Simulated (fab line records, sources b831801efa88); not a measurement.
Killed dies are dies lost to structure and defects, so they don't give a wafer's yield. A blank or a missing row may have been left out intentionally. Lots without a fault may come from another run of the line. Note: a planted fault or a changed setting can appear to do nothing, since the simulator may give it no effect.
Chamber matching -- flow sky130 -- SKY_CONTACT_CMP_27 on cmp-01: 4 sister chambers
The step polishes, stops on SiO2, t overpolish 15 s, target thk 0 nm. 4 wafers are shown with their chamber, then 12 later ones without.

== WAFERS WITH THEIR CHAMBER ==
wafer,chamber,motor-current-A (A)
L090.4,2,13.0
L090.6,1,13.1
L093.3,0,10.5
L093.6,3,10.3

== WAFERS WITH NO CHAMBER GIVEN ==
wafer,motor-current-A (A)
L094.3,10.4
L094.4,10.3
L094.6,13.1
L097.2,10.5
L097.4,12.5
L097.6,10.6
L097.1,12.4
L097.3,10.6
L097.5,10.2
L096.3,10.5
L096.5,10.4
L096.6,10.5

== WHICH CHAMBER EACH ONE RAN IN ==
wafer,from the rows above,in truth
L094.3,can't be placed: 0 or 3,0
L094.4,can't be placed: 3 or 0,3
L094.6,can't be placed: 1 or 2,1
L097.2,can't be placed: 0 or 3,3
L097.4,can't be placed: 2 or 1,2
L097.6,can't be placed: 0 or 3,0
L097.1,can't be placed: 2 or 1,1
L097.3,can't be placed: 0 or 3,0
L097.5,can't be placed: 3 or 0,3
L096.3,can't be placed: 0 or 3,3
L096.5,can't be placed: 0 or 3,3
L096.6,can't be placed: 0 or 3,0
Correctly placed: 0 of 12. Not placeable from these rows: 12 (in 12, the candidates include the true chamber). Number placed wrongly: 0.
How it was worked out, from the rows above alone: a wafer's distance from a chamber is the root of the sum, over the readings, of the square of ((its reading less the chamber's mean) divided by the reading's scatter). The wafer belongs to the nearest chamber; if the next one is less than 2 further off, it can't be placed. A chamber's mean is the mean of its shown wafers. The scatter: root of mean squared gap, hidden wafer to nearest shown wafer, with one shown wafer a chamber.
